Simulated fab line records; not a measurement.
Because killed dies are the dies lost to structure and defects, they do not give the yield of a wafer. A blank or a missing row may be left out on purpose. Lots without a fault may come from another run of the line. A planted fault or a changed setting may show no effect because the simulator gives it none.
Chamber matching / flow gf180mcu / GF_V2_CMP_04 on cmp-01: 4 sister chambers
The step polishes SiO2. 16 wafers are shown with their chamber, then 8 later ones without.

== WAFERS, EACH WITH ITS CHAMBER ==
wafer=L342.2; chamber=0; motorCurrentA (A)=11.5; timeToEndpointS (s)=86; retainingRingPressureFrac=1.004
wafer=L342.3; chamber=3; motorCurrentA (A)=10.5; timeToEndpointS (s)=80; retainingRingPressureFrac=0.999
wafer=L342.4; chamber=2; motorCurrentA (A)=12.7; timeToEndpointS (s)=80; retainingRingPressureFrac=1.004
wafer=L344.1; chamber=0; motorCurrentA (A)=11.0; timeToEndpointS (s)=90; retainingRingPressureFrac=0.997
wafer=L344.2; chamber=2; motorCurrentA (A)=14.5; timeToEndpointS (s)=81; retainingRingPressureFrac=1.004
wafer=L344.6; chamber=1; motorCurrentA (A)=9.4; timeToEndpointS (s)=93; retainingRingPressureFrac=1.006
wafer=L345.3; chamber=2; motorCurrentA (A)=13.0; timeToEndpointS (s)=75; retainingRingPressureFrac=0.994
wafer=L345.4; chamber=0; motorCurrentA (A)=10.5; timeToEndpointS (s)=90; retainingRingPressureFrac=0.994
wafer=L345.5; chamber=0; motorCurrentA (A)=10.6; timeToEndpointS (s)=90; retainingRingPressureFrac=0.995
wafer=L354.1; chamber=2; motorCurrentA (A)=13.0; timeToEndpointS (s)=80; retainingRingPressureFrac=1.008
wafer=L354.5; chamber=2; motorCurrentA (A)=12.7; timeToEndpointS (s)=84; retainingRingPressureFrac=1.012
wafer=L354.6; chamber=1; motorCurrentA (A)=9.7; timeToEndpointS (s)=80; retainingRingPressureFrac=1.003
wafer=L355.1; chamber=1; motorCurrentA (A)=9.9; timeToEndpointS (s)=84; retainingRingPressureFrac=1.000
wafer=L355.4; chamber=3; motorCurrentA (A)=10.6; timeToEndpointS (s)=85; retainingRingPressureFrac=0.998
wafer=L355.6; chamber=1; motorCurrentA (A)=9.6; timeToEndpointS (s)=93; retainingRingPressureFrac=1.007
wafer=L356.2; chamber=2; motorCurrentA (A)=13.2; timeToEndpointS (s)=85; retainingRingPressureFrac=1.001

SIGNATURES (averages over the wafers above)
reading=motorCurrentA; chamber 0=10.900; chamber 1=9.650; chamber 2=13.183; chamber 3=10.550; scatter within a chamber=0.502
reading=timeToEndpointS; chamber 0=89.00; chamber 1=87.50; chamber 2=80.83; chamber 3=82.50; scatter within a chamber=4.25
reading=retainingRingPressureFrac; chamber 0=0.99750; chamber 1=1.00400; chamber 2=1.00383; chamber 3=0.99850; scatter within a chamber=0.00483
Rule: a wafer lies at a distance from a chamber equal to the root of the sum of squares, over the readings, of (its reading less the chamber's mean, divided by the reading's scatter). The wafer belongs to the nearest chamber; if the next one is less than 2 further off, it can't be placed. The scatter is the square root of a quotient: the sum, over the shown wafers, of each reading's squared deviation from its chamber's mean, divided by wafers minus chambers.

== WAFERS WHOSE CHAMBER IS MISSING ==
wafer=L356.5; motorCurrentA (A)=13.5; timeToEndpointS (s)=89; retainingRingPressureFrac=1.010
wafer=L356.6; motorCurrentA (A)=9.8; timeToEndpointS (s)=93; retainingRingPressureFrac=1.007
wafer=L357.1; motorCurrentA (A)=10.4; timeToEndpointS (s)=78; retainingRingPressureFrac=0.999
wafer=L357.3; motorCurrentA (A)=9.7; timeToEndpointS (s)=88; retainingRingPressureFrac=0.997
wafer=L357.4; motorCurrentA (A)=13.3; timeToEndpointS (s)=80; retainingRingPressureFrac=1.002
wafer=L359.2; motorCurrentA (A)=10.8; timeToEndpointS (s)=73; retainingRingPressureFrac=0.994
wafer=L359.3; motorCurrentA (A)=13.0; timeToEndpointS (s)=74; retainingRingPressureFrac=1.001
wafer=L359.5; motorCurrentA (A)=11.3; timeToEndpointS (s)=87; retainingRingPressureFrac=0.998

== EACH ONE'S CHAMBER ==
wafer=L356.5; from the rows above=2; in truth=2
wafer=L356.6; from the rows above=can't be placed: 1 or 0 or 3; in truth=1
wafer=L357.1; from the rows above=can't be placed: 3 or 0 or 1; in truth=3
wafer=L357.3; from the rows above=can't be placed: 1 or 3 or 0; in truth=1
wafer=L357.4; from the rows above=2; in truth=2
wafer=L359.2; from the rows above=can't be placed: 3 or 0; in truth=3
wafer=L359.3; from the rows above=2; in truth=2
wafer=L359.5; from the rows above=can't be placed: 0 or 3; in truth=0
Correct placement for 3 of the 8. Cannot be placed on the basis of these rows: 5; the candidates contain the true chamber in 5. Placed wrongly: 0.
